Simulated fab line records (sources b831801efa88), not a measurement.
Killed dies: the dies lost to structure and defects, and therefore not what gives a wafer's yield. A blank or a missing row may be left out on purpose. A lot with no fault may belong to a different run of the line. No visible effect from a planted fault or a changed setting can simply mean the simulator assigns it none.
Comparing a struck lot with a sound one    flow sfq-line    24 out of 325 route steps
Sound: these wafers, L700.2, L700.3, L700.4. The struck wafers were L708.2, L708.3, L708.5. The cause comes at the end.
For every step that has rows: the tool of each side, followed by ch and its chambers, followed by its first start. Under that, the readings that differ: sound wafers    struck wafers    difference of the means    sigmas: that difference in standard deviations of wafers without a fault.
alike: readings with means less than 2 such deviations apart, plus words and numbers identical on both sides. not compared: withheld readings, readings lacking a value on some wafer, bounds such as >300 that could conceal the same value, and numbers that have no deviation in the record and whose values overlap.
The two part at a step that has a row with sigmas, a row that says differs or no value, or rows on one side only. Numbers that have no deviation but don't overlap get no sigmas and don't part them. Lack of a reading on every wafer of one side parts them only where that side has two or more wafers.

first, 6 steps without rows for these wafers: SFQ_TRILAYER_L0_VIA_LITHO_COAT_018 (resist thk 62 nm); SFQ_TRILAYER_L0_VIA_LITHO_COAT_013 (resist thk 650 nm); SFQ_TRILAYER_L0_VIA_LITHO_SOFTBAKE_017; SFQ_TRILAYER_L0_VIA_LITHO_EXPOSE_014 (exposes mask L0V, target cd 700 nm); SFQ_TRILAYER_L0_VIA_LITHO_PEB_016 (peb time 60 s); SFQ_TRILAYER_L0_VIA_LITHO_DEVELOP_015 (time 60 s).
SFQ_L0V_OVL_MEAS_903:
  struck on overlay-01, day 6 16:13; sound on overlay-02, day 4 19:04
  alike: L0V_OVL
SFQ_TRILAYER_L0_VIA_BARC_OPEN_VIA_ETCH_021: etches BARC in O2, target depth 125 nm, time 41.7 s.
  sound on rie-diel-03 ch 0,2,3, day 4 19:05; struck on rie-diel-01 ch 0,1, day 6 16:14
  alike: chamber-pressure-mTorr, drypump-motor-current-A, oes-product-au
  not compared: rf-hours-counter-h
SFQ_TRILAYER_L0_VIA_ETCH_VIA_ETCH_016: etches SiO2 in CHF3, stops on MoNx KI, target depth 80 nm.
  sound on rie-diel-03 ch 0,2,3, day 4 19:08; struck on rie-diel-01 ch 0,1, day 6 16:17
  alike: chamber-pressure-mTorr, drypump-motor-current-A, oes-product-au
SFQ_TRILAYER_L0_VIA_STRIP_STRIP_017: strips in O2.
  sound on rie-metal-02 ch 1, day 4 19:23; struck on rie-metal-04 ch 0,1, day 6 16:20
  alike: chamber-pressure-mTorr, drypump-motor-current-A, oes-product-au
  not compared: rf-hours-counter-h
then, 2 steps without rows for these wafers: SFQ_TRILAYER_L0_VIA_STRIP_SOLV_CLEAN_018 (cleans in NMP, time 600 s); SFQ_TRILAYER_M0_DEP_PRE_CLEAN_020 (time 15 s).
SFQ_TRILAYER_M0_DEP_SPUTTER_019: material Nb, target thk 200 nm, time 133.3 s.
  struck on pvd-sputter-05, day 6 17:08; sound on pvd-sputter-06, day 4 20:35
  no value came back on the struck wafers for base-pressure-pa (Pa), cathode-dc-power-W (W), throttle-valve-pct (%); on the sound wafers base-pressure-pa (Pa) reads 1.36e-06 1.4e-06 1.43e-06
SFQ_M0_RS_MEAS_904: a four-point-probe measurement.
  struck on film-metro-02, day 6 17:15; sound on film-metro-04, day 4 20:42
reading            sound              struck  difference                     sigmas
M0_NB_RS (ohm/sq)  0.886 0.907 0.877  - - -   no value on the struck wafers  
then, 6 steps without rows for these wafers: SFQ_TRILAYER_M0_LITHO_COAT_026 (resist thk 62 nm); SFQ_TRILAYER_M0_LITHO_COAT_021 (resist thk 600 nm); SFQ_TRILAYER_M0_LITHO_SOFTBAKE_025; SFQ_TRILAYER_M0_LITHO_EXPOSE_022 (exposes mask M0, target cd 500 nm); SFQ_TRILAYER_M0_LITHO_PEB_024 (peb time 60 s); SFQ_TRILAYER_M0_LITHO_DEVELOP_023 (time 60 s).
-- the record jumps here: 3 days lie between the struck wafers' starts before and after --
SFQ_M0_OVL_MEAS_906:
  struck on overlay-02, day 9 13:48; sound on overlay-01, day 7 08:09
reading      sound   struck   difference  sigmas
M0_OVL (nm)  9 10 8  0 -8 -1  -12         -2
SFQ_TRILAYER_M0_BARC_OPEN_METAL_ETCH_031: etches BARC in O2, target depth 125 nm, time 41.7 s.
  sound on rie-metal-04 ch 0,1, day 7 08:11; struck on rie-metal-01 ch 0, day 9 13:51
  alike: chamber-pressure-mTorr, drypump-motor-current-A, oes-product-au
  not compared: rf-hours-counter-h
SFQ_TRILAYER_M0_ETCH_METAL_ETCH_024: etches Nb in Cl2/Ar, stops on SiO2, target depth 240 nm, time 120 s.
  sound on rie-metal-04 ch 0,1, day 7 08:14; struck on rie-metal-01 ch 0, day 9 13:59
reading                sound              struck             difference  sigmas
oes-product-au (a.u.)  0.899 0.887 0.904  0.380 0.379 0.374  -0.519      -75
  alike: chamber-pressure-mTorr, drypump-motor-current-A
  not compared: rf-hours-counter-h
SFQ_TRILAYER_M0_STRIP_STRIP_025: strips in O2.
  sound on rie-metal-04 ch 0,1, day 7 08:22; struck on rie-metal-01 ch 0, day 9 14:24
reading                sound              struck             difference  sigmas
oes-product-au (a.u.)  1.004 1.024 1.015  0.986 0.993 0.987  -0.026      -2
  alike: chamber-pressure-mTorr, drypump-motor-current-A
  not compared: rf-hours-counter-h

== WHERE THEY PART ==
At SFQ_TRILAYER_M0_DEP_SPUTTER_019 first; at SFQ_TRILAYER_M0_STRIP_STRIP_025 last (within this record only).

WHY: what the simulator had put in
Whole step skipped at SFQ_TRILAYER_M0_DEP_SPUTTER_019 on pvd-sputter-05, starting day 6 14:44. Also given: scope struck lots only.
